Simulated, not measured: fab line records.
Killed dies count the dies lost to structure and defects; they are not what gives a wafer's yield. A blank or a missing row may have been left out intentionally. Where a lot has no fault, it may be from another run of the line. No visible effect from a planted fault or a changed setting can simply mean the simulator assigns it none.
A struck lot beside a sound one    flow sfq_line    24 out of 325 route steps
Sound: these wafers, L967.1, L967.3, L967.5. Struck: wafers L975.1, L975.2, L975.6. The cause comes at the end.
At each step with rows: each side's tool, then ch and its chambers, then its first start. Under that, the readings that differ: sound wafers    struck wafers    difference of the means    sigmas: that difference in standard deviations of wafers without a fault.
alike: same words and numbers on both sides, and readings whose means sit less than 2 such deviations apart. not compared: any withheld reading, any reading some wafer has no value for, any bound like >300 that may hide the same value, and any number with overlapping values for which the record gives no deviation.
A row with sigmas, a row that says differs or no value, or rows on one side alone: a step with any of these is where the two part. When numbers do not overlap yet have no deviation, they are printed without sigmas and do not part them. A reading missing from all wafers of one side parts the sides only when that side holds two or more wafers.

first, 1 step without rows for these wafers: SFQ_TRILAYER_M1_STRIP_SOLV_CLEAN_044 (cleans in NMP, time 600 s).
SFQ_TRILAYER_I1_DEP_PECVD_045: deposits SiO2 from SiH4/N2O, time 111.11 s, target thk 500 nm.
  sound on pecvd-01 ch 1,2, day 18 07:16; struck on pecvd-01 ch 1,2, day 22 00:37
  alike: heater_power_w, throttle_valve_pct
SFQ_TRILAYER_I1_CMP_CMP_046: polishes SiO2.
  sound on cmp-02 ch 1,2,3, day 18 08:20; struck on cmp-01 ch 0,1,2, day 22 03:22
  alike: motor_current_A, platen_rpm, time_to_endpoint_s
SFQ_I1_BOW_MEAS_912:
  struck on film_metro-02, day 22 05:22; sound on film_metro-02, day 18 10:20
  alike: I1_BOW
SFQ_TRILAYER_I1_METRO_MEASURE_047:
  struck on film_metro-02, day 22 05:29; sound on film_metro-02, day 18 10:28
  alike: thk_nm
then, 6 steps without rows for these wafers: SFQ_TRILAYER_I1_VIA_LITHO_COAT_054 (resist thk 62 nm); SFQ_TRILAYER_I1_VIA_LITHO_COAT_049 (resist thk 650 nm); SFQ_TRILAYER_I1_VIA_LITHO_SOFTBAKE_053; SFQ_TRILAYER_I1_VIA_LITHO_EXPOSE_050 (exposes mask I1, target cd 500 nm); SFQ_TRILAYER_I1_VIA_LITHO_PEB_052 (peb time 60 s); SFQ_TRILAYER_I1_VIA_LITHO_DEVELOP_051 (time 60 s).
-- the record jumps here: 6 days lie between the struck wafers' starts before and after --
SFQ_I1_OVL_MEAS_913:
  struck on overlay-01, day 28 14:12; sound on overlay-02, day 25 04:11
  alike: I1_OVL
SFQ_TRILAYER_I1_VIA_BARC_OPEN_VIA_ETCH_071: etches BARC in O2, target depth 125 nm, time 41.7 s.
  sound on rie_diel-03 ch 2,3, day 25 04:14; struck on rie_diel-03 ch 0,1,2, day 28 14:14
  no value came back on the struck wafers for bias_w (W), chamber_pressure_mTorr (mTorr), drypump_motor_current_A (A), oes_product_au (a.u.); on the sound wafers bias_w (W) reads 80.24 80.07 80.46
reading                                                  sound              struck           difference  sigmas
model.KrF_of_TRILAYER_I1_VIA_LITHO_COAT_049.thk_nm (nm)  573.8 570.2 571.5  624 622.5 622.2  +51         
  not compared: rf_hours_counter_h
SFQ_TRILAYER_I1_VIA_ETCH_VIA_ETCH_052: etches SiO2 in CHF3, stops on Nb, target depth 260 nm.
  sound on rie_diel-03 ch 2,3, day 25 04:16; struck on rie_diel-03 ch 0,1,2, day 28 14:17
reading                                                  sound              struck             difference  sigmas
oes_product_au (a.u.)                                    0.865 0.864 0.856  0.382 0.382 0.374  -0.482      -91
model.KrF_of_TRILAYER_I1_VIA_LITHO_COAT_049.thk_nm (nm)  528.9 523.6 526.3  579.9 577.8 576    +51.6       
  alike: bias_w, chamber_pressure_mTorr, drypump_motor_current_A
SFQ_TRILAYER_I1_VIA_STRIP_STRIP_053: strips in O2.
  sound on rie_metal-01 ch 0, day 25 04:23; struck on rie_metal-03 ch 0,1, day 28 14:23
  alike: drypump_motor_current_A, oes_product_au, platen_temp_c
  not compared: rf_hours_counter_h
then, 2 steps without rows for these wafers: SFQ_TRILAYER_I1_VIA_STRIP_SOLV_CLEAN_054 (cleans in NMP, time 600 s); SFQ_TRILAYER_M2_DEP_PRE_CLEAN_056 (time 22.5 s).
SFQ_TRILAYER_M2_DEP_SPUTTER_055: material Nb, target thk 200 nm, time 133.3 s.
  struck on pvd_sputter-03, day 28 15:12; sound on pvd_sputter-06, day 25 05:11
  alike: cathode_dc_power_W, throttle_valve_pct
SFQ_M2_RS_MEAS_914: the measuring method here is four-point-probe.
  struck on film_metro-02, day 28 15:17; sound on film_metro-04, day 25 05:17
  alike: M2_NB_RS
then, 3 steps without rows for these wafers: SFQ_TRILAYER_M2_LITHO_COAT_062 (resist thk 62 nm); SFQ_TRILAYER_M2_LITHO_COAT_057 (resist thk 600 nm); SFQ_TRILAYER_M2_LITHO_SOFTBAKE_061.
-- the record jumps here: 6 days lie between the struck wafers' starts before and after --
SFQ_TRILAYER_M2_LITHO_EXPOSE_058: exposes mask M2, target cd 500 nm.
  sound on krf_scanner-02 ch 0, day 31 14:02; struck on krf_scanner-02, day 34 13:41
  no value came back on the struck wafers for exposure_dose_mJ_cm2, focus_offset_nm (nm); on the sound wafers exposure_dose_mJ_cm2 reads 14.399 14.390 14.407
  alike: mask
then, 1 step without rows for these wafers: SFQ_TRILAYER_M2_LITHO_PEB_060 (peb time 60 s).

WHERE THEY PART
At SFQ_TRILAYER_I1_VIA_BARC_OPEN_VIA_ETCH_071 first; at SFQ_TRILAYER_M2_LITHO_EXPOSE_058 last (within this record only).

WHY: what had been put in by the simulator
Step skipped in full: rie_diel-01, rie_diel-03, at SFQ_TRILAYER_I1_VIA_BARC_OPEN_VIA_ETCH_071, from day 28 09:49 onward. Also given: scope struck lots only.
